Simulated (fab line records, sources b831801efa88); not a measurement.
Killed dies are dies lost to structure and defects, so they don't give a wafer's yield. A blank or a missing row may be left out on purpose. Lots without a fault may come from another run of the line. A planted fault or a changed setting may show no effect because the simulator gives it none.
Chamber matching | flow sky130 | SKY_VIA4_CMP_02 on cmp-02: 4 sister chambers
The step polishes SiO2. 8 wafers are shown with their chamber, then 12 later ones without.

WAFERS WITH THEIR CHAMBER
wafer  | chamber | motor_current_A (A)
L081.1 | 3       | 11.0
L084.1 | 2       | 12.5
L084.5 | 3       | 11.6
L086.5 | 1       | 10.3
L086.6 | 2       | 12.9
L089.2 | 0       | 11.6
L089.4 | 1       | 10.0
L089.6 | 0       | 11.3

WAFERS WITHOUT THEIR CHAMBER
wafer  | motor_current_A (A)
L091.1 | 11.4
L091.2 | 10.5
L091.3 | 12.0
L094.2 | 10.7
L094.3 | 10.6
L094.5 | 10.5
L096.1 | 11.1
L096.3 | 10.1
L096.5 | 13.2
L097.1 | 10.7
L097.4 | 12.4
L097.6 | 10.1

WHICH CHAMBER EACH WENT THROUGH
wafer  | from the rows above          | in truth
L091.1 | can't be placed: 0 or 3      | 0
L091.2 | can't be placed: 1 or 3      | 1
L091.3 | can't be placed: 0 or 2 or 3 | 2
L094.2 | can't be placed: 1 or 3 or 0 | 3
L094.3 | can't be placed: 1 or 3 or 0 | 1
L094.5 | can't be placed: 1 or 3      | 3
L096.1 | can't be placed: 3 or 0      | 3
L096.3 | 1                            | 1
L096.5 | 2                            | 2
L097.1 | can't be placed: 1 or 3 or 0 | 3
L097.4 | 2                            | 2
L097.6 | 1                            | 1
Placed correctly: 4 of 12. Can't be placed from these rows: 8 (the true chamber is among the candidates in 8). Placed wrongly: 0.
How it was worked out, from the rows above alone: a wafer's distance from a chamber is the root of the sum, over the readings, of the square of ((its reading less the chamber's mean) divided by the reading's scatter). The wafer belongs to the nearest chamber; if the next one is less than 2 further off, it can't be placed. A chamber's mean is the mean of its shown wafers. The scatter: the root of (the sum of the squares of (reading less its chamber's mean) over the shown wafers, divided by (wafers less chambers)).
